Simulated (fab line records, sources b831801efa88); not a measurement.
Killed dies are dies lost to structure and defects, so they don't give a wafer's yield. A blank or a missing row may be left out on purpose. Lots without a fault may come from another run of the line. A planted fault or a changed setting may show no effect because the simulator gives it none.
Which tool did it? | flow sky130 | 6 lots, 18 wafers sampled, at 3 steps of a route of 708

WHAT THE GAUGES READ, wafer by wafer
SKY_SONOS_ONO_CD_MEAS_13: target cd 410 nm.
lot  | measured     | on        | cd_nm (nm)
L591 | day 13 11:20 | cd_sem-01 | 407.5 407.3 410.0
L594 | day 14 16:50 | cd_sem-01 | 408.4 408.7 410.7
L597 | day 15 08:43 | cd_sem-02 | 408.9 409.6 408.2
L600 | day 16 15:58 | cd_sem-01 | 413.2 412.6 411.1
L602 | day 17 08:47 | cd_sem-02 | 387.8 398.7 397.8
L604 | day 17 15:35 | cd_sem-02 | 409.3 402.3 394.4

WHICH TOOL RAN EACH LOT (tool, then ch and the chambers of the sampled wafers, then the start)
lot  | SKY_VT_ADJUST_HVTR_STRIP_10          | SKY_SONOS_ONO_EXPOSE_10
L591 | plasma_asher-01 ch 0,1, day 10 05:53 | iline_stepper-02 ch 0, day 12 22:53
L594 | plasma_asher-01 ch 0,1, day 11 09:22 | iline_stepper-01 ch 0, day 14 03:59
L597 | plasma_asher-02 ch 0,1, day 11 22:51 | iline_stepper-02 ch 0, day 14 19:22
L600 | plasma_asher-01 ch 0,1, day 13 02:28 | iline_stepper-01 ch 0, day 16 02:23
L602 | plasma_asher-04 ch 0,1, day 13 15:17 | iline_stepper-01 ch 0, day 16 18:09
L604 | plasma_asher-02 ch 0,1, day 13 23:25 | iline_stepper-01 ch 0, day 17 01:22
- SKY_VT_ADJUST_HVTR_STRIP_10: strips in O2/N2.
- SKY_SONOS_ONO_EXPOSE_10: exposes mask ONOM, target cd 410 nm.

THE ANSWER, worked out from the rows above alone
Rule: what is usual is taken from the lots themselves. Put in order of their means at a reading, lots are off if they are a third of the lots or fewer, leave a main group of 4 or more, and stand apart from it by a gap of 3 or more times the standard deviation of the main group's means; of several such gaps the widest counts. A main group whose means are all the same, to the digits that the tables above print for the reading, isn't used. A lot without any number at a reading at which 4 lots or more have one is off too. The other lots that the step has rows for count as sound.
Off: L602, L604, at SKY_SONOS_ONO_CD_MEAS_13 (cd_nm). The main group: mean 409.7 nm, standard deviation 1.6.
A tool fits if, at a process step before that reading, it ran every lot that is off, and no sound lot after the first of them. The gauges at SKY_SONOS_ONO_CD_MEAS_13 are tried like those tools. Can't be told from this: 2 tools fit, iline_stepper-01 at SKY_SONOS_ONO_EXPOSE_10, cd_sem-02 at SKY_SONOS_ONO_CD_MEAS_13.

WHAT THE SIMULATOR HAD PUT IN
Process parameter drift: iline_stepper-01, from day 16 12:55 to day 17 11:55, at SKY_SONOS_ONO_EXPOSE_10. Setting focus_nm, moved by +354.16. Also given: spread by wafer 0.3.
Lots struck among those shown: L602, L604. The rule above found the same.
